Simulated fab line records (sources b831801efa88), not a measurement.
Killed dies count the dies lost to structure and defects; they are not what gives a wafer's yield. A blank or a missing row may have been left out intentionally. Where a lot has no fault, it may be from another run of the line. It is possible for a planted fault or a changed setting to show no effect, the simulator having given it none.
fab line records	flow sfq_line
record lots=7	wafers=20	last_day=95
route steps=325 shown L0V@17 M0@28 I0@43 M1@58 M8@325
lots that met no fault: from a run of the same line without faults
start_h: hours from the record's opening day to when the first of the lot's shown wafers began	wait_h: hours elapsed since this lot's preceding step	" unchanged from the row above	L1.1+2: a row that stands for several wafers	- value missing, or start not given	* or withheld: withheld	< > ~ a bound
route shown NAME@n: names a module that has steps shown in the file, with the first one's number in the route	usual: mean/standard deviation taken from wafers without a fault	same: alike in all rows	chamber/n: place in a boat	sites: each site's reading	_std_site: standard deviation across them	_edge_site: the outer-site mean with the inner-site mean subtracted	radius_mm: for every site, how far away it sits from the centre of the wafer	mask NAME#n: copy n	behind: the most recent tool/chamber to have shaped the wafer	hold: cause of the lot's hold/its duration in hours/its outcome	device: the transistor (n, p or np) that didn't switch	end of line: at the end of the route, the tests of the same wafers	a step given without rows: its recipe and nothing more	killed: dies lost to structure and defects at the first sort, not the wafer's yield	map: shows each die of a wafer: x if killed, . if not, _ if none is there
set.NAME: the setting that was run; set.NAME@STEP: the one run at that earlier step	model.NAME: the simulator's own value behind a step, which no gauge read
lots at selected steps of the route; one table per step, one row per wafer
services: the hour from which a tool's chamber was out of use, counted from the record's first day as start_h (under 0 if before that day), plus the number of hours and why
## steps
# step SFQ_TRILAYER_L0_VIA_LITHO_COAT_018
# recipe resist=BARC	spin_rpm=3000	resist_thk_nm=62
# step SFQ_TRILAYER_L0_VIA_LITHO_COAT_013
# recipe resist=KrF	spin_rpm=3000	resist_thk_nm=650
# step SFQ_TRILAYER_L0_VIA_LITHO_SOFTBAKE_017
# recipe temp_c=withheld	time_s=withheld	resist=KrF
# step SFQ_TRILAYER_L0_VIA_LITHO_EXPOSE_014
# recipe mask_id=L0V	na=0.6	source_shape=conventional	sigma_outer=0.65	target_cd_nm=700	dose_mj=21.3
# step SFQ_TRILAYER_L0_VIA_LITHO_PEB_016
# recipe peb_temp_c=115	peb_time_s=60	resist=KrF
# step SFQ_TRILAYER_L0_VIA_LITHO_DEVELOP_015
# recipe time_s=60	resist=KrF
# step SFQ_L0V_OVL_MEAS_903
# usual L0V_OVL=1/5.3
lot.wafer	tool	chamber	start_h	wait_h	L0V_OVL[nm]
L408.2	overlay-01	-	186.99	0.1	-6
L408.4	"	-	"	"	-2
L408.6	"	-	"	"	-2
L411.2	overlay-01	-	215.06	0.1	6
L411.4	"	-	"	"	-3
L411.6	"	-	"	"	2
L418.4	overlay-01	-	261.87	0.1	3
L418.6	"	-	"	"	2
L419.1	overlay-02	-	267.86	0.1	8
L419.2	"	-	"	"	-3
L419.4	"	-	"	"	3
L421.3	overlay-01	-	277.47	0.1	0
L421.4	"	-	"	"	10
L421.5	"	-	"	"	-2
L422.2	overlay-02	-	282.26	0.1	3
L422.3	"	-	"	"	0
L422.6	"	-	"	"	3
L428.1	overlay-02	-	342.38	0.1	6
L428.3	"	-	"	"	5
L428.6	"	-	"	"	3
# step SFQ_TRILAYER_L0_VIA_BARC_OPEN_VIA_ETCH_021
# recipe mask_material=PR	chemistry=O2	target_depth_nm=125	target=BARC	source_w=500	bias_w=80	pressure_mtorr=30	time_s=41.7
# usual drypump_motor_current_A=5.4/0.44	oes_product_au=0.685/0.0048	rf_fwd_power_W=494.5/2
# same time_s=41.7
lot.wafer	tool	chamber	start_h	wait_h	drypump_motor_current_A	oes_product_au	rf_fwd_power_W	rf_hours_counter_h
L408.2	rie_diel-01	1	187.02	0.0	5.3	0.694	495.4	100
L408.4	"	0	"	"	5.6	0.682	490.9	69
L408.6	"	3	"	"	5.6	0.679	494.0	-
L411.2	rie_diel-04	1	215.09	0.0	5.9	0.680	493.2	5
L411.4	"	2	"	"	4.9	0.684	493.9	2
L411.6	"	3	"	"	5.5	0.685	495.2	-
L418.4	rie_diel-02	3	261.89	0.0	4.9	0.683	494.8	3
L418.6	"	2	"	"	5.0	0.681	495.2	-
L419.1	rie_diel-04	3	267.89	0.0	5.4	0.687	498.6	12
L419.2	"	0	"	"	5.0	0.686	492.4	62
L419.4	"	1	"	"	5.9	0.687	495.1	6
L421.3	rie_diel-04	0	277.49	0.0	5.0	0.680	492.1	62
L421.4	"	2	"	"	4.9	0.681	494.9	3
L421.5	"	1	"	"	5.8	0.696	494.4	-
L422.2	rie_diel-01	0	282.29	0.0	5.7	0.674	491.7	70
L422.3	"	1	"	"	5.3	0.685	495.6	101
L422.6	"	1	"	"	5.3	0.686	494.5	-
L428.1	rie_diel-04	3	342.42	0.0	5.4	0.679	496.6	13
L428.3	"	1	"	"	5.9	0.685	494.8	7
L428.6	"	3	"	"	5.4	0.683	497.8	-
# step SFQ_TRILAYER_L0_VIA_ETCH_VIA_ETCH_016
# recipe target=SiO2	stop_on=MoNx_KI	mask_material=PR	chemistry=CHF3	target_depth_nm=80	source_w=500	bias_w=80	pressure_mtorr=30	time_s=withheld
# usual drypump_motor_current_A=5.4/0.44	oes_product_au=0.843/0.008	rf_fwd_power_W=495.5/1.8
lot.wafer	tool	chamber	start_h	wait_h	drypump_motor_current_A	oes_product_au	rf_fwd_power_W
L408.2	rie_diel-01	1	187.06	0.0	5.3	0.831	497.1
L408.4	"	0	"	"	5.7	0.845	492.0
L408.6	"	3	"	"	5.6	0.852	492.7
L411.2	rie_diel-04	1	215.13	0.0	5.9	0.837	495.7
L411.4	"	2	"	"	4.9	0.854	495.0
L411.6	"	3	"	"	5.5	0.835	495.6
L418.4	rie_diel-02	3	261.93	0.0	4.9	0.839	497.2
L418.6	"	2	"	"	5.0	0.844	496.9
L419.1	rie_diel-04	3	267.93	0.0	5.5	0.829	496.9
L419.2	"	0	"	"	5.0	0.843	494.7
L419.4	"	1	"	"	5.9	0.851	497.0
L421.3	rie_diel-04	0	277.53	0.0	5.0	0.838	494.1
L421.4	"	2	"	"	4.9	0.852	493.6
L421.5	"	1	"	"	5.9	0.854	498.1
L422.2	rie_diel-01	0	282.33	0.0	5.6	0.841	492.6
L422.3	"	1	"	"	5.3	0.844	496.5
L422.6	"	1	"	"	5.3	0.854	494.5
L428.1	rie_diel-04	3	342.46	0.0	5.5	0.839	497.3
L428.3	"	1	"	"	5.8	0.843	495.6
L428.6	"	3	"	"	5.5	0.842	494.3
# step SFQ_TRILAYER_L0_VIA_STRIP_STRIP_017
# recipe gas=O2	power_w=200	platen_temp_c=40	overash_fraction=0.65	chemistry=O2	pressure_mtorr=50
# usual drypump_motor_current_A=5.4/0.39	oes_product_au=1.005/0.01
lot.wafer	tool	chamber	start_h	wait_h	drypump_motor_current_A	oes_product_au	rf_hours_counter_h
L408.2	rie_metal-04	0	187.10	-	5.3	1.003	132
L408.4	"	1	"	"	5.2	0.998	-
L408.6	"	1	"	"	5.2	1.001	-
L411.2	rie_metal-01	0	215.18	-	5.4	1.012	28
L411.4	"	0	"	"	5.4	1.007	-
L411.6	"	0	"	"	5.4	1.006	-
L418.4	rie_metal-04	0	262.18	-	5.3	1.009	-
L418.6	"	1	"	"	5.1	1.008	-
L419.1	rie_metal-02	0	267.98	-	5.3	1.000	24
L419.2	"	1	"	"	6.4	0.998	169
L419.4	"	1	"	"	6.4	1.000	-
L421.3	rie_metal-02	0	277.78	-	5.3	1.003	-
L421.4	"	1	"	"	6.4	1.005	-
L421.5	"	1	"	"	6.4	1.000	-
L422.2	rie_metal-01	0	282.38	-	5.4	1.001	37
L422.3	"	0	"	"	5.4	0.998	-
L422.6	"	1	"	"	5.4	1.015	-
L428.1	rie_metal-01	1	342.50	-	5.4	1.031	120
L428.3	"	0	"	"	5.4	0.993	-
L428.6	"	1	"	"	5.4	1.031	-
# step SFQ_TRILAYER_L0_VIA_STRIP_SOLV_CLEAN_018
# recipe chemistry=NMP	temp_c=70	time_s=600
# step SFQ_TRILAYER_M0_DEP_PRE_CLEAN_020
# recipe gas=Ar	time_s=15	bias_v=250
# step SFQ_TRILAYER_M0_DEP_SPUTTER_019
# recipe material=Nb	base_pressure_pa=1.33e-06	chamber_pressure_pa=0.1333	substrate_temp_c=20	resputter_cathode_voltage_v=400	target_thk_nm=200	power_w=2000	time_s=133.3
# usual throttle_valve_pct=30.2/0.92
lot.wafer	tool	chamber	start_h	wait_h	throttle_valve_pct	model.Nb_of_TRILAYER_M0_DEP_SPUTTER_019.thk_nm
L408.2	pvd_sputter-03	-	187.90	0.0	31.0	199.4
L408.4	"	-	"	"	29.8	197.2
L408.6	"	-	"	"	29.9	198.3
L411.2	pvd_sputter-04	-	215.98	0.0	29.4	196.7
L411.4	"	-	"	"	30.4	197.1
L411.6	"	-	"	"	30.6	198.4
L418.4	pvd_sputter-04	-	262.78	0.0	29.5	164.6
L418.6	"	-	"	"	29.2	163.8
L419.1	pvd_sputter-04	-	268.78	0.0	30.8	200.8
L419.2	"	-	"	"	29.3	199.3
L419.4	"	-	"	"	29.5	165.3
L421.3	pvd_sputter-04	-	278.38	0.0	30.8	202.1
L421.4	"	-	"	"	30.0	168.6
L421.5	"	-	"	"	29.6	205.1
L422.2	pvd_sputter-03	-	283.18	0.0	29.7	197.5
L422.3	"	-	"	"	30.2	199.3
L422.6	"	-	"	"	29.6	197
L428.1	pvd_sputter-06	-	343.30	0.0	30.2	198.2
L428.3	"	-	"	"	30.8	197.1
L428.6	"	-	"	"	32.8	198.7
# step SFQ_M0_RS_MEAS_904
# recipe thk_meas_gauge=four-point-probe	reads=Nb_of_TRILAYER_M0_DEP_SPUTTER_019
# usual M0_NB_RS=0.892/0.0097
lot.wafer	tool	chamber	start_h	wait_h	M0_NB_RS[ohm/sq]
L408.2	film_metro-04	-	188.02	0.1	0.892
L408.4	"	-	"	"	0.902
L408.6	"	-	"	"	0.898
L411.2	film_metro-03	-	216.09	0.1	0.903
L411.4	"	-	"	"	0.903
L411.6	"	-	"	"	0.898
L418.4	film_metro-03	-	262.93	0.1	1.081
L418.6	"	-	"	"	1.088
L419.1	film_metro-03	-	268.87	0.0	0.886
L419.2	"	-	"	"	0.894
L419.4	"	-	"	"	1.077
L421.3	film_metro-03	-	278.51	0.1	0.882
L421.4	"	-	"	"	1.058
L421.5	"	-	"	"	0.868
L422.2	film_metro-04	-	283.29	0.1	0.901
L422.3	"	-	"	"	0.893
L422.6	"	-	"	"	0.902
L428.1	film_metro-01	-	343.39	0.0	0.900
L428.3	"	-	"	"	0.903
L428.6	"	-	"	"	0.896
# step SFQ_TRILAYER_M0_LITHO_COAT_026
# recipe resist=BARC	spin_rpm=3000	resist_thk_nm=62
# step SFQ_TRILAYER_M0_LITHO_COAT_021
# recipe resist=KrF	spin_rpm=3000	resist_thk_nm=600
# step SFQ_TRILAYER_M0_LITHO_SOFTBAKE_025
# recipe temp_c=withheld	time_s=withheld	resist=KrF
# step SFQ_TRILAYER_M0_LITHO_EXPOSE_022
# recipe mask_id=M0	na=0.6	source_shape=conventional	sigma_outer=0.65	target_cd_nm=500	dose_mj=14.4
# step SFQ_TRILAYER_M0_LITHO_PEB_024
# recipe peb_temp_c=115	peb_time_s=60	resist=KrF
# step SFQ_TRILAYER_M0_LITHO_DEVELOP_023
# recipe time_s=60	resist=KrF
# step SFQ_M0_OVL_MEAS_906
# usual M0_OVL=2/5.7
lot.wafer	tool	chamber	start_h	wait_h	M0_OVL[nm]
L408.2	overlay-02	-	284.66	0.1	-3
L408.4	"	-	"	"	2
L408.6	"	-	"	"	2
L411.2	overlay-01	-	324.39	0.1	7
L411.4	"	-	"	"	1
L411.6	"	-	"	"	11
L418.4	overlay-01	-	392.61	0.1	6
L418.6	"	-	"	"	2
L419.1	overlay-02	-	397.39	0.1	11
L419.2	"	-	"	"	10
L419.4	"	-	"	"	1
L421.3	overlay-02	-	409.41	0.1	13
L421.4	"	-	"	"	8
L421.5	"	-	"	"	13
L422.2	overlay-01	-	416.72	0.1	-4
L422.3	"	-	"	"	11
L422.6	"	-	"	"	-3
L428.1	overlay-02	-	485.57	0.1	1
L428.3	"	-	"	"	-2
L428.6	"	-	"	"	4
# step SFQ_TRILAYER_M0_BARC_OPEN_METAL_ETCH_031
# recipe mask_material=PR	chemistry=O2	target_depth_nm=125	target=BARC	icp_w=600	bias_w=80	pressure_mtorr=10	time_s=41.7
# step SFQ_TRILAYER_M0_ETCH_METAL_ETCH_024
# recipe target=Nb	stop_on=SiO2	mask_material=PR	chemistry=Cl2/Ar	target_depth_nm=240	icp_w=600	bias_w=80	pressure_mtorr=10	time_s=120
# usual drypump_motor_current_A=5.6/0.42	oes_product_au=0.894/0.0077	rf_fwd_power_W=597.0/2.2
# same time_s=120
lot.wafer	tool	chamber	start_h	wait_h	drypump_motor_current_A	oes_product_au	rf_fwd_power_W	rf_hours_counter_h
L408.2	rie_metal-03	0	284.75	0.0	5.5	0.891	599.6	21
L408.4	"	1	"	"	5.8	0.890	594.7	-
L408.6	"	0	"	"	5.5	0.888	601.1	-
L411.2	rie_metal-03	0	324.58	0.1	5.5	0.885	602.0	-
L411.4	"	0	"	"	5.5	0.904	599.4	-
L411.6	"	0	"	"	5.5	0.895	600.4	-
L418.4	rie_metal-03	0	392.73	0.1	5.5	0.807	599.8	-
L418.6	"	1	"	"	5.8	0.800	593.6	-
L419.1	rie_metal-04	1	397.55	0.1	5.2	0.896	599.6	1
L419.2	"	1	"	"	5.2	0.893	597.5	-
L419.4	"	1	"	"	5.2	0.810	599.4	-
L421.3	rie_metal-02	0	409.53	0.1	5.3	0.907	595.8	-
L421.4	"	1	"	"	6.5	0.811	597.0	-
L421.5	"	0	"	"	5.3	0.910	596.2	-
L422.2	rie_metal-04	1	416.92	0.1	5.2	0.891	595.4	-
L422.3	"	1	"	"	5.1	0.893	597.3	-
L422.6	"	1	"	"	5.2	0.879	598.3	-
L428.1	rie_metal-02	0	485.66	0.0	5.3	0.896	599.2	60
L428.3	"	0	"	"	5.3	0.885	598.5	-
L428.6	"	1	"	"	6.4	0.888	596.2	-
# step SFQ_TRILAYER_M0_STRIP_STRIP_025
# recipe gas=O2	power_w=200	platen_temp_c=40	overash_fraction=0.65	chemistry=O2	pressure_mtorr=50
# usual drypump_motor_current_A=5.6/0.42	oes_product_au=1.002/0.0078
lot.wafer	tool	chamber	start_h	wait_h	drypump_motor_current_A	oes_product_au	rf_hours_counter_h
L408.2	rie_metal-03	0	284.88	0.1	5.5	0.997	21
L408.4	"	1	"	"	5.8	1.004	-
L408.6	"	0	"	"	5.5	0.996	-
L411.2	rie_metal-03	0	324.99	0.4	5.5	0.982	-
L411.4	"	0	"	"	5.5	0.992	-
L411.6	"	0	"	"	5.5	0.992	-
L418.4	rie_metal-03	0	393.01	0.2	5.5	1.001	-
L418.6	"	1	"	"	5.8	1.017	-
L419.1	rie_metal-04	1	397.80	0.2	5.1	0.991	1
L419.2	"	1	"	"	5.2	0.998	-
L419.4	"	1	"	"	5.2	1.007	-
L421.3	rie_metal-02	0	409.81	0.2	5.3	0.998	-
L421.4	"	1	"	"	6.5	0.996	-
L421.5	"	0	"	"	5.3	1.005	-
L422.2	rie_metal-04	1	417.32	0.4	5.2	1.005	-
L422.3	"	1	"	"	5.2	1.003	-
L422.6	"	1	"	"	5.1	1.007	-
L428.1	rie_metal-02	0	485.79	0.1	5.3	1.003	60
L428.3	"	0	"	"	5.3	1.006	-
L428.6	"	1	"	"	6.4	0.987	-
# step SFQ_TRILAYER_M0_STRIP_SOLV_CLEAN_026
# recipe chemistry=NMP	temp_c=70	time_s=600
# step SFQ_TRILAYER_I0_DEP_PECVD_027
# recipe material=SiO2	temp_c=150	time_s=111.11	pressure_torr=2.4	rf_w=183.3	precursor=SiH4/N2O	target_thk_nm=500
# step SFQ_TRILAYER_I0_CMP_CMP_028
# recipe material=SiO2	down_force_psi=3	platen_rpm=60	pad_velocity_m_s=0.94248
# step SFQ_I0_BOW_MEAS_907
# recipe mode=bow
# usual I0_BOW=0/6.7
lot.wafer	tool	chamber	start_h	wait_h	I0_BOW[um]
L408.2	film_metro-04	-	288.75	2.5	-2
L408.4	"	-	"	"	0
L408.6	"	-	"	"	-11
L411.2	film_metro-01	-	330.90	1.5	-4
L411.4	"	-	"	"	-8
L411.6	"	-	"	"	-9
L418.4	film_metro-02	-	396.73	2.6	-1
L418.6	"	-	"	"	-4
L419.1	film_metro-02	-	402.27	2.5	3
L419.2	"	-	"	"	-5
L419.4	"	-	"	"	2
L421.3	film_metro-01	-	413.51	2.0	8
L421.4	"	-	"	"	-3
L421.5	"	-	"	"	3
L422.2	film_metro-02	-	421.60	2.0	-7
L422.3	"	-	"	"	2
L422.6	"	-	"	"	-7
L428.1	film_metro-02	-	492.91	1.5	6
L428.3	"	-	"	"	5
L428.6	"	-	"	"	-7
# step SFQ_TRILAYER_I0_METRO_MEASURE_029
# usual thk_nm=200.1/1.3
lot.wafer	tool	chamber	start_h	wait_h	thk_nm
L408.2	film_metro-04	-	289.05	0.3	198.8
L408.4	"	-	"	"	200.3
L408.6	"	-	"	"	200.5
L411.2	film_metro-01	-	331.20	0.3	200.6
L411.4	"	-	"	"	199.8
L411.6	"	-	"	"	201.2
L418.4	film_metro-02	-	397.39	0.6	199.0
L418.6	"	-	"	"	198.4
L419.1	film_metro-02	-	402.39	0.1	199.0
L419.2	"	-	"	"	200.7
L419.4	"	-	"	"	201.4
L421.3	film_metro-01	-	413.99	0.5	199.7
L421.4	"	-	"	"	200.5
L421.5	"	-	"	"	199.9
L422.2	film_metro-02	-	421.90	0.3	198.2
L422.3	"	-	"	"	200.4
L422.6	"	-	"	"	200.1
L428.1	film_metro-02	-	493.03	0.1	198.1
L428.3	"	-	"	"	201.6
L428.6	"	-	"	"	199.3
# step SFQ_TRILAYER_I0_VIA_LITHO_COAT_036
# recipe resist=BARC	spin_rpm=3000	resist_thk_nm=62
# step SFQ_TRILAYER_I0_VIA_LITHO_COAT_031
# recipe resist=KrF	spin_rpm=3000	resist_thk_nm=650
# step SFQ_TRILAYER_I0_VIA_LITHO_SOFTBAKE_035
# recipe temp_c=withheld	time_s=withheld	resist=KrF
# step SFQ_TRILAYER_I0_VIA_LITHO_EXPOSE_032
# recipe mask_id=I0	na=0.6	source_shape=conventional	sigma_outer=0.65	target_cd_nm=500	dose_mj=21.3
# step SFQ_TRILAYER_I0_VIA_LITHO_PEB_034
# recipe peb_temp_c=115	peb_time_s=60	resist=KrF
# step SFQ_TRILAYER_I0_VIA_LITHO_DEVELOP_033
# recipe time_s=60	resist=KrF
# step SFQ_I0_OVL_MEAS_908
# usual I0_OVL=0/5
lot.wafer	tool	chamber	start_h	wait_h	I0_OVL[nm]
L408.2	overlay-02	-	426.32	0.1	5
L408.4	"	-	"	"	7
L408.6	"	-	"	"	2
L411.2	overlay-01	-	471.17	0.1	1
L411.4	"	-	"	"	3
L411.6	"	-	"	"	2
L418.4	overlay-02	-	560.03	0.1	-4
L418.6	"	-	"	"	-1
L419.1	overlay-01	-	564.82	0.1	2
L419.2	"	-	"	"	0
L419.4	"	-	"	"	2
L421.3	overlay-02	-	579.92	0.1	3
L421.4	"	-	"	"	6
L421.5	"	-	"	"	9
L422.2	overlay-02	-	587.12	0.1	-4
L422.3	"	-	"	"	-4
L422.6	"	-	"	"	-4
L428.1	overlay-02	-	650.83	0.1	2
L428.3	"	-	"	"	0
L428.6	"	-	"	"	2
# step SFQ_TRILAYER_I0_VIA_BARC_OPEN_VIA_ETCH_046
# recipe mask_material=PR	chemistry=O2	target_depth_nm=125	target=BARC	source_w=500	bias_w=80	pressure_mtorr=30	time_s=41.7
# step SFQ_TRILAYER_I0_VIA_ETCH_VIA_ETCH_034
# recipe target=SiO2	stop_on=Nb	mask_material=PR	taper_deg=20	chemistry=CHF3	target_depth_nm=260	source_w=500	bias_w=80	pressure_mtorr=30	time_s=withheld
# step SFQ_TRILAYER_I0_VIA_STRIP_STRIP_035
# recipe gas=O2	power_w=200	platen_temp_c=40	overash_fraction=0.65	chemistry=O2	pressure_mtorr=50
# step SFQ_TRILAYER_I0_VIA_STRIP_SOLV_CLEAN_036
# recipe chemistry=NMP	temp_c=70	time_s=600
# step SFQ_TRILAYER_M1_DEP_PRE_CLEAN_038
# recipe gas=Ar	time_s=22.5	bias_v=250
# step SFQ_M8_BOW_MEAS_951
# recipe mode=bow
# usual M8_BOW=8/9.7
lot.wafer	tool	chamber	start_h	wait_h	M8_BOW[um]	model.etest.m0.ohm_um	model.etest.m0.ohm_sq	model.etest.i0.link_ohm
L408.2	film_metro-04	-	1892.78	0.0	6	1.776	0.8924	1.985
L408.4	"	-	"	"	11	1.802	0.9021	1.98
L408.6	"	-	"	"	0	1.781	0.8971	1.98
L411.2	film_metro-04	-	1926.51	0.0	-2	1.799	0.9046	2.003
L411.4	"	-	"	"	-4	1.79	0.9027	1.993
L411.6	"	-	"	"	-6	1.783	0.8967	1.99
L418.4	film_metro-04	-	2167.50	0.1	-1	2.157	1.081	2.182
L418.6	"	-	"	"	-5	2.169	1.086	2.165
L419.1	film_metro-02	-	2168.54	0.0	8	1.759	0.8862	1.971
L419.2	"	-	"	"	-1	1.775	0.8928	1.972
L419.4	"	-	"	"	6	2.132	1.077	2.153
L421.3	film_metro-04	-	2175.54	0.0	44	1.764	0.8805	1.957
L421.4	"	-	"	"	33	2.112	1.056	2.124
L421.5	"	-	"	"	39	1.742	0.8674	1.937
L422.2	film_metro-02	-	2178.90	0.0	-1	1.793	0.9007	1.954
L422.3	"	-	"	"	8	1.775	0.8929	1.966
L422.6	"	-	"	"	0	1.804	0.9031	1.974
L428.1	film_metro-01	-	2270.97	0.0	13	1.786	0.8977	1.984
L428.3	"	-	"	"	13	1.794	0.9027	1.99
L428.6	"	-	"	"	1	1.781	0.8954	1.989
## services
tool	chamber	start_h	hours	kind
rie_diel-01	-	196.48	1.1	repair
rie_diel-04	2	198.74	12.2	repair
rie_metal-02	-	203.10	0.6	repair
film_metro-02	-	211.19	5.3	pm
rie_diel-01	0	216.44	7.0	repair
film_metro-02	-	225.45	0.2	pm
rie_metal-02	-	245.08	0.7	repair
rie_diel-01	3	246.73	3.2	repair
rie_diel-04	-	249.33	4.3	pm
rie_diel-01	1	270.29	2.8	repair
film_metro-02	-	281.05	0.5	pm
rie_diel-04	-	292.58	14.6	pm
rie_diel-01	0	327.18	1.9	repair
rie_diel-01	-	336.00	15.6	pm
rie_metal-04	1	350.32	11.1	repair
rie_diel-01	3	364.05	9.3	repair
rie_diel-01	1	371.87	3.3	repair
rie_metal-03	1	443.79	8.5	repair
rie_diel-01	-	446.82	2.8	pm
rie_diel-04	0	450.61	1.4	repair
rie_diel-01	0	451.84	11.4	repair
rie_metal-02	-	456.79	0.6	repair
rie_metal-04	0	458.12	19.4	repair
rie_diel-01	1	472.72	20.7	repair
## key
first_sign step=SFQ_M0_RS_MEAS_904	reading=M0_NB_RS	direction=up	sigmas=19	usual=0.892	struck=1.076
effect step=SFQ_TRILAYER_M0_ETCH_METAL_ETCH_024	reading=oes_product_au	direction=down	sigmas=11	usual=0.894	struck=0.807
model_effect step=SFQ_TRILAYER_M0_DEP_SPUTTER_019	value=Nb_of_TRILAYER_M0_DEP_SPUTTER_019.thk_nm	without=201.4	struck=165.6
model_effect step=SFQ_M8_BOW_MEAS_951	value=etest.m0.ohm_um	without=1.761	struck=2.142
met_at SFQ_TRILAYER_M0_DEP_SPUTTER_019
struck_wafers L418.4,L418.6,L419.4,L421.4
onset_between 215.98 262.78
fault kind=process_parameter_drift	tool=pvd_sputter-04	chamber=-	onset_h=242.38	steps=SFQ_TRILAYER_M0_DEP_SPUTTER_019	channel=target_thk_nm	offset=-35.833	shape=step	end_h=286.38	scope=struck_wafers_only	acts_in=these_recipes_only	stated=200
